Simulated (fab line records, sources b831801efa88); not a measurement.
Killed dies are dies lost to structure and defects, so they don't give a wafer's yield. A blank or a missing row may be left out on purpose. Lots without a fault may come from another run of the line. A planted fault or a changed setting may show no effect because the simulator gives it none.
Chamber matching | flow gf180mcu | GF_V1_CMP_04 on cmp-02: 4 sister chambers
The step polishes SiO2. 8 wafers are shown with their chamber, then 7 later ones without.

WAFERS WITH THEIR CHAMBER
wafer  | chamber | motor_current_A (A) | time_to_endpoint_s (s)
L105.2 | 2       | 14.3                | 73
L107.5 | 3       | 11.9                | 85
L107.6 | 0       | 13.7                | 82
L108.1 | 1       | 10.4                | 74
L108.2 | 2       | 13.9                | 80
L108.3 | 0       | 13.3                | 72
L117.3 | 3       | 12.5                | 77
L117.4 | 1       | 10.6                | 81

WAFERS WITHOUT THEIR CHAMBER
wafer  | motor_current_A (A) | time_to_endpoint_s (s)
L117.6 | 14.9                | 84
L119.1 | 12.0                | 83
L119.4 | 13.2                | 83
L119.5 | 14.3                | 83
L123.2 | 14.6                | 85
L123.3 | 15.0                | 78
L123.4 | 12.2                | 82

WHICH CHAMBER EACH WENT THROUGH
wafer  | from the rows above          | in truth
L117.6 | can't be placed: 2 or 0      | 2
L119.1 | 3                            | 3
L119.4 | can't be placed: 0 or 2 or 3 | 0
L119.5 | can't be placed: 2 or 0      | 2
L123.2 | can't be placed: 2 or 0      | 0
L123.3 | can't be placed: 2 or 0      | 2
L123.4 | 3                            | 3
Placed correctly: 2 of 7. Can't be placed from these rows: 5 (the true chamber is among the candidates in 5). Placed wrongly: 0.
How it was worked out, from the rows above alone: a wafer's distance from a chamber is the root of the sum, over the readings, of the square of ((its reading less the chamber's mean) divided by the reading's scatter). The wafer belongs to the nearest chamber; if the next one is less than 2 further off, it can't be placed. A chamber's mean is the mean of its shown wafers. The scatter: the root of (the sum of the squares of (reading less its chamber's mean) over the shown wafers, divided by (wafers less chambers)).
